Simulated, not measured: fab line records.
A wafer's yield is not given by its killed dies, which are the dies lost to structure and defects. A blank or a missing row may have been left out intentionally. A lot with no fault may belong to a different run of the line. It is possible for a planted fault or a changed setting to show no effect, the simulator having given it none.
fab line records ; flow sky130
record lots=11; wafers=33; lastDay=50
route steps=708 shown FIELD_ISO@3 PWDE@53 VT_ADJUST_HVTP@85 VT_ADJUST_HVTR@141
lots that met no fault: taken from a fault-free run of the same line
startH: hours from the record's first day to the start of the lot's first wafer shown ; waitH: hours from the lot's prior step to this one ; " unchanged from the row above ; L1.1+2: a row that stands for several wafers ; - either no value or no given start ; * or withheld: withheld ; < > ~ a bound
route shown NAME@n: names a module that has steps shown in the file, with the first one's number in the route ; usual: average and standard deviation across the fault-free wafers ; same: alike in all rows ; chamber/n: place in a boat ; sites: readings site by site ; _std_site: standard deviation across them ; _edge_site: mean of outer sites minus mean of inner sites ; radiusMm: for every site, how far away it sits from the centre of the wafer ; mask NAME#n: copy n ; behind: tool/chamber where the wafer was last shaped ; hold: what put the lot on hold/how long, in hours/how the hold closed ; device: whichever transistor did not switch (one of n, p or np) ; end of line: the route-end tests of the same wafers ; where a step has no rows: the recipe by itself ; killed: not the wafer's yield, but the dies lost to structure and defects at the first sort ; map: shows each die of a wafer: x if killed, . if not, _ if none is there
set.NAME: setting as actually run; set.NAME@STEP: the setting as run at that earlier step ; model.NAME: the simulator's own value behind a step, which no gauge read
steps of the route over a sample of lots; a table a step, a row a wafer
services: from which hour (startH, from the record's first day; less than 0 if before it) a tool's chamber was out of use, for how many hours, and why
## steps
# step SKY_FIELD_ISO_THK_MEAS_02
# recipe reads=SiO2_of_FIELD_ISO_OXIDATION_01
# usual FIELD_ISO_OXIDATION_00_THK=12.08/0.23
lot.wafer;tool;chamber;startH;waitH;FIELD_ISO_OXIDATION_00_THK[nm]
L100.1;filmMetro-01;-;12.48;0.0;12.61
L100.3;filmMetro-01;-;12.48;0.0;12.38
L100.5;filmMetro-01;-;12.48;0.0;12.37
L101.3;filmMetro-04;-;17.94;0.0;12.28
L101.4;filmMetro-04;-;17.94;0.0;12.48
L101.5;filmMetro-04;-;17.94;0.0;12.42
L102.2;filmMetro-04;-;23.48;0.0;12.27
L102.5;filmMetro-04;-;23.48;0.0;12.13
L102.6;filmMetro-04;-;23.48;0.0;12.17
L104.3;filmMetro-04;-;32.70;0.0;12.29
L104.4;filmMetro-04;-;32.70;0.0;12.06
L104.6;filmMetro-04;-;32.70;0.0;12.37
L107.1;filmMetro-01;-;51.42;0.0;12.08
L107.4;filmMetro-01;-;51.42;0.0;11.69
L107.6;filmMetro-01;-;51.42;0.0;11.70
L109.1;filmMetro-01;-;58.53;0.0;11.82
L109.2;filmMetro-01;-;58.53;0.0;11.91
L109.6;filmMetro-01;-;58.53;0.0;11.98
L108.2;filmMetro-04;-;58.54;0.0;11.73
L108.3;filmMetro-04;-;58.54;0.0;11.98
L108.5;filmMetro-04;-;58.54;0.0;11.96
L113.1;filmMetro-04;-;77.10;0.0;12.35
L113.5;filmMetro-04;-;77.10;0.0;12.28
L113.6;filmMetro-04;-;77.10;0.0;11.89
L118.3;filmMetro-01;-;106.48;0.0;12.13
L118.4;filmMetro-01;-;106.48;0.0;12.14
L118.6;filmMetro-01;-;106.48;0.0;12.06
L120.1;filmMetro-01;-;113.40;0.0;12.22
L120.4;filmMetro-01;-;113.40;0.0;12.03
L120.6;filmMetro-01;-;113.40;0.0;12.16
L123.2;filmMetro-04;-;127.50;0.0;12.01
L123.3;filmMetro-04;-;127.50;0.0;12.02
L123.5;filmMetro-04;-;127.50;0.0;12.00
# step SKY_FIELD_ISO_CMP_27
# recipe stopOn=Si3N4; tOverpolishS=16; downForcePsi=4; platenRpm=60; targetThkNm=457.8; padVelocityMS=0.94248
# usual motorCurrentA=12.4/1.1; overpolishRunS=16.002/0.01; timeToEndpointS=110/3.6
lot.wafer;tool;chamber;startH;waitH;motorCurrentA;overpolishRunS;timeToEndpointS
L100.3;cmp-02;1;34.16;0.0;11.4;16.002;116
L100.1;cmp-02;2;34.16;0.0;12.0;15.989;114
L100.5;cmp-02;1;34.16;0.0;10.3;15.976;116
L101.3;cmp-02;3;39.76;0.1;11.4;15.983;111
L101.4;cmp-02;0;39.76;0.1;14.2;15.998;114
L101.5;cmp-02;1;39.76;0.1;10.7;16.011;114
L102.2;cmp-01;2;55.82;0.1;13.6;15.991;109
L102.6;cmp-01;1;55.82;0.1;14.3;16.009;107
L102.5;cmp-01;2;55.82;0.1;12.1;15.998;109
L104.3;cmp-02;2;69.75;0.0;12.3;16.031;112
L104.4;cmp-02;1;69.75;0.0;10.7;15.986;115
L104.6;cmp-02;2;69.75;0.0;12.3;16.000;114
L107.4;cmp-01;1;75.59;0.0;13.5;16.025;108
L107.1;cmp-01;3;75.59;0.0;12.4;16.018;113
L107.6;cmp-01;2;75.59;0.0;12.1;16.008;111
L108.2;cmp-01;2;80.65;0.1;13.0;16.004;113
L108.3;cmp-01;0;80.65;0.1;11.7;16.016;108
L108.5;cmp-01;2;80.65;0.1;13.0;16.018;112
L109.2;cmp-02;0;80.70;0.1;13.5;16.006;114
L109.1;cmp-02;1;80.70;0.1;10.7;16.009;114
L109.6;cmp-02;2;80.70;0.1;12.3;15.994;115
L113.1;cmp-01;0;105.05;0.1;11.7;15.989;107
L113.5;cmp-01;2;105.05;0.1;12.8;16.017;105
L113.6;cmp-01;3;105.05;0.1;13.2;16.002;109
L118.4;cmp-02;0;134.21;0.0;14.2;16.004;111
L118.3;cmp-02;1;134.21;0.0;11.2;16.011;114
L118.6;cmp-02;1;134.21;0.0;10.8;15.993;111
L120.4;cmp-01;3;148.51;0.0;12.4;16.014;108
L120.1;cmp-01;2;148.51;0.0;13.1;16.014;107
L120.6;cmp-01;0;148.51;0.0;11.8;16.014;110
L123.3;cmp-01;3;155.51;0.1;12.7;15.991;109
L123.2;cmp-01;0;155.51;0.1;12.3;16.020;105
L123.5;cmp-01;1;155.51;0.1;14.1;16.002;107
# step SKY_PWDE_IMPLANT_08
# recipe species=B; energyKev=150; doseCm2=3.6e+12; tiltDeg=withheld
# usual beamEnergyKeV=150.00/0.047; beamOnS=10.01/0.21
lot.wafer;tool;chamber;startH;waitH;beamEnergyKeV;beamOnS
L100.1;implanter-01;0;65.82;0.0;149.98;9.91
L100.3;implanter-01;0;65.82;0.0;150.05;10.12
L100.5;implanter-01;0;65.82;0.0;149.97;10.01
L101.3;implanter-02;0;76.78;0.1;150.07;10.12
L101.4;implanter-02;0;76.78;0.1;150.01;10.19
L101.5;implanter-02;0;76.78;0.1;150.03;10.09
L102.2;implanter-03;0;97.80;0.0;149.98;9.94
L102.5;implanter-03;0;97.80;0.0;149.94;9.79
L102.6;implanter-03;0;97.80;0.0;149.91;10.04
L104.3;implanter-02;0;110.03;0.1;149.99;9.71
L104.4;implanter-02;0;110.03;0.1;150.05;9.93
L104.6;implanter-02;0;110.03;0.1;150.05;9.99
L107.1;implanter-03;0;113.52;0.0;149.96;10.29
L107.4;implanter-03;0;113.52;0.0;149.99;10.01
L107.6;implanter-03;0;113.52;0.0;149.99;9.76
L108.2;implanter-01;0;118.60;0.0;150.03;9.94
L108.3;implanter-01;0;118.60;0.0;150.01;10.18
L108.5;implanter-01;0;118.60;0.0;150.06;9.77
L109.1;implanter-02;0;118.82;0.0;150.09;9.54
L109.2;implanter-02;0;118.82;0.0;150.02;9.88
L109.6;implanter-02;0;118.82;0.0;150.06;10.19
L113.1;implanter-01;0;145.28;0.0;149.89;10.26
L113.5;implanter-01;0;145.28;0.0;149.95;10.03
L113.6;implanter-01;0;145.28;0.0;149.88;9.60
L118.3;implanter-01;0;184.13;0.1;149.97;10.24
L118.4;implanter-01;0;184.13;0.1;149.88;9.75
L118.6;implanter-01;0;184.13;0.1;149.94;9.84
L120.1;implanter-01;0;192.27;0.0;149.95;10.08
L120.4;implanter-01;0;192.27;0.0;150.00;10.42
L120.6;implanter-01;0;192.27;0.0;149.99;10.13
L123.2;implanter-03;0;201.65;0.0;149.97;9.78
L123.3;implanter-03;0;201.65;0.0;149.95;9.80
L123.5;implanter-03;0;201.65;0.0;149.95;10.12
# step SKY_NWELL_RS_MEAS_31
# recipe thkMeasGauge=four-point-probe
# usual PWDE_RS=5274/17
lot.wafer;tool;chamber;startH;waitH;hold;PWDE_RS[ohm/sq]
L100.1;filmMetro-04;-;99.94;0.1;-;5286
L100.3;filmMetro-04;-;99.94;0.1;-;5263
L100.5;filmMetro-04;-;99.94;0.1;-;5283
L101.3;filmMetro-03;-;112.72;0.1;-;5257
L101.4;filmMetro-03;-;112.72;0.1;-;5237
L101.5;filmMetro-03;-;112.72;0.1;-;5248
L102.2;filmMetro-03;-;136.09;0.1;-;5274
L102.5;filmMetro-03;-;136.09;0.1;-;5248
L102.6;filmMetro-03;-;136.09;0.1;-;5271
L104.3;filmMetro-04;-;148.72;0.1;-;5244
L104.4;filmMetro-04;-;148.72;0.1;-;5259
L104.6;filmMetro-04;-;148.72;0.1;-;5260
L107.1;filmMetro-04;-;151.78;0.1;-;5277
L107.4;filmMetro-04;-;151.78;0.1;-;5297
L107.6;filmMetro-04;-;151.78;0.1;-;5292
L108.2;filmMetro-02;-;156.35;0.1;-;5296
L108.3;filmMetro-02;-;156.35;0.1;-;5290
L108.5;filmMetro-02;-;156.35;0.1;-;5272
L109.1;filmMetro-02;-;157.42;0.1;awaitDispo/0.2h/release;5506
L109.2;filmMetro-02;-;157.42;0.1;awaitDispo/0.2h/release;5501
L109.6;filmMetro-02;-;157.42;0.1;awaitDispo/0.2h/release;5505
L109.1;filmMetro-02;-;157.70;0.3;-;5509
L109.2;filmMetro-02;-;157.70;0.3;-;5491
L109.6;filmMetro-02;-;157.70;0.3;-;5505
L113.1;filmMetro-02;-;186.53;0.1;-;5262
L113.5;filmMetro-02;-;186.53;0.1;-;5261
L113.6;filmMetro-02;-;186.53;0.1;-;5280
L118.3;filmMetro-02;-;229.32;0.1;-;5315
L118.4;filmMetro-02;-;229.32;0.1;-;5300
L118.6;filmMetro-02;-;229.32;0.1;-;5326
L120.1;filmMetro-03;-;237.03;0.1;-;5277
L120.4;filmMetro-03;-;237.03;0.1;-;5263
L120.6;filmMetro-03;-;237.03;0.1;-;5262
L123.2;filmMetro-02;-;248.44;0.1;-;5269
L123.3;filmMetro-02;-;248.44;0.1;-;5274
L123.5;filmMetro-02;-;248.44;0.1;-;5276
# step SKY_VT_ADJUST_HVTP_DEHYDRATE_00
# recipe tempC=200; timeS=60
lot.wafer;tool;chamber;startH;waitH;hold
L100.1+3+5;lithoTrack-03;0;108.65;8.7;-
L101.3+4+5;lithoTrack-04;0;121.04;8.3;-
L102.2+5+6;lithoTrack-04;0;144.32;8.2;-
L104.3+4+6;lithoTrack-04;0;157.74;9.0;-
L107.1+4+6;lithoTrack-04;0;161.99;10.2;-
L108.2+3+5;lithoTrack-04;0;165.07;8.7;-
L109.1+2+6;lithoTrack-04;0;166.74;9.0;awaitDispo/2.1h/release
L113.1+5+6;lithoTrack-03;0;196.50;9.9;-
L118.3+4+6;lithoTrack-04;0;239.34;10.0;-
L120.1+4+6;lithoTrack-01;0;248.14;11.1;-
L123.2+3+5;lithoTrack-01;0;259.56;11.1;-
# step SKY_VT_ADJUST_HVTR_STRIP_10
# recipe chemistry=O2/N2; powerW=1400; pressureMtorr=1500; platenTempC=withheld; o2FlowSccm=3000; n2FlowSccm=300; overashFraction=0.5
# usual drypumpMotorCurrentA=5.6/0.46; oesProductAu=0.716/0.0042; stripTimeToEndpointS=14.10/0.037
lot.wafer;tool;chamber;startH;waitH;drypumpMotorCurrentA;oesProductAu;rfHoursCounterH;stripTimeToEndpointS
L100.1;plasmaAsher-04;1;197.19;0.1;4.8;0.712;8;14.14
L100.3;plasmaAsher-04;0;197.19;0.1;6.3;0.712;-;14.09
L100.5;plasmaAsher-04;0;197.19;0.1;6.3;0.716;-;14.16
L101.3;plasmaAsher-02;1;211.02;0.1;5.9;0.712;-;14.11
L101.4;plasmaAsher-02;0;211.02;0.1;5.1;0.720;-;14.14
L101.5;plasmaAsher-02;1;211.02;0.1;5.8;0.711;-;14.11
L102.2;plasmaAsher-04;1;238.54;0.1;4.8;0.715;12;14.06
L102.5;plasmaAsher-04;1;238.54;0.1;4.8;0.715;-;14.10
L102.6;plasmaAsher-04;0;238.54;0.1;6.3;0.717;-;14.11
L104.3;plasmaAsher-01;1;257.29;0.1;5.8;0.716;-;14.13
L104.4;plasmaAsher-01;0;257.29;0.1;5.6;0.720;-;14.10
L104.6;plasmaAsher-01;1;257.29;0.1;5.9;0.712;-;14.11
L107.1;plasmaAsher-04;1;261.57;0.1;4.8;0.713;14;14.14
L107.4;plasmaAsher-04;0;261.57;0.1;6.3;0.715;-;14.07
L107.6;plasmaAsher-04;1;261.57;0.1;4.8;0.712;-;14.07
L108.2;plasmaAsher-02;0;266.05;0.1;5.1;0.712;59;14.07
L108.3;plasmaAsher-02;1;266.05;0.1;5.8;0.714;-;14.12
L108.5;plasmaAsher-02;0;266.05;0.1;5.1;0.719;-;14.11
L109.1;plasmaAsher-02;0;267.94;0.1;5.2;0.723;59;14.06
L109.2;plasmaAsher-02;1;267.94;0.1;5.9;0.717;59;14.07
L109.6;plasmaAsher-02;0;267.94;0.1;5.2;0.716;-;14.13
L113.1;plasmaAsher-02;0;304.29;0.1;5.1;0.721;63;14.10
L113.5;plasmaAsher-02;1;304.29;0.1;5.8;0.710;-;14.07
L113.6;plasmaAsher-02;0;304.29;0.1;5.1;0.716;-;14.05
L118.3;plasmaAsher-04;0;355.44;0.1;6.3;0.718;-;14.09
L118.4;plasmaAsher-04;1;355.44;0.1;4.8;0.722;-;14.09
L118.6;plasmaAsher-04;1;355.44;0.1;4.8;0.706;-;14.09
L120.1;plasmaAsher-01;1;365.58;0.1;5.8;0.724;66;14.14
L120.4;plasmaAsher-01;0;365.58;0.1;5.6;0.712;-;14.12
L120.6;plasmaAsher-01;1;365.58;0.1;5.9;0.717;-;14.12
L123.2;plasmaAsher-01;0;377.42;0.1;5.6;0.713;67;14.17
L123.3;plasmaAsher-01;1;377.42;0.1;5.8;0.708;-;14.14
L123.5;plasmaAsher-01;0;377.42;0.1;5.6;0.724;-;14.15
## services
tool;chamber;startH;hours;kind
cmp-02;-;16.96;4.5;pm
cmp-02;-;48.43;1.6;repair
cmp-01;-;64.16;4.0;pm
plasmaAsher-02;-;73.61;7.6;pm
implanter-01;-;79.81;2.2;repair
plasmaAsher-02;-;87.62;2.6;repair
cmp-01;-;97.92;4.9;repair
cmp-02;-;100.45;1.1;repair
implanter-01;-;101.06;3.5;repair
plasmaAsher-04;-;108.75;9.0;pm
cmp-02;-;121.93;1.0;repair
cmp-01;-;138.70;0.3;repair
implanter-01;-;173.02;1.5;repair
cmp-01;-;205.30;5.7;pm
cmp-02;-;232.04;4.0;pm
cmp-02;-;270.03;1.5;repair
cmp-02;-;274.50;5.3;pm
cmp-01;-;275.08;0.3;repair
cmp-01;-;321.85;5.2;pm
cmp-01;-;334.59;0.6;repair
cmp-01;-;344.05;0.9;repair
cmp-02;-;345.37;1.0;repair
cmp-02;-;369.49;2.1;repair
cmp-02;-;373.90;15.1;pm
## key
firstSign step=SKY_NWELL_RS_MEAS_31; reading=PWDE_RS; direction=up; sigmas=14; usual=5274; struck=5504
effect step=SKY_NWELL_RS_MEAS_31; reading=hold; direction=added
metAt SKY_PWDE_IMPLANT_08
struckLots L109
testerLeftOut L109
notActingAt SKY_FIELD_ISO_THK_MEAS_02,SKY_FIELD_ISO_CMP_27,SKY_VT_ADJUST_HVTR_STRIP_10
onsetBetween 110.03 118.82
fault kind=processParameterDrift; tool=implanter-02; chamber=-; onsetH=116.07; steps=SKY_PWDE_IMPLANT_08; channel=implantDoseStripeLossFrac; offset=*; shape=step; endH=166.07
# testerLeftOut: of these lots the tester's yield and bins aren't shown, on N5 and GAA mostly nor the transistor test; their killed dies are dies lost to structure and defects alone, not to doping, threshold or leakage, so they don't give the yield
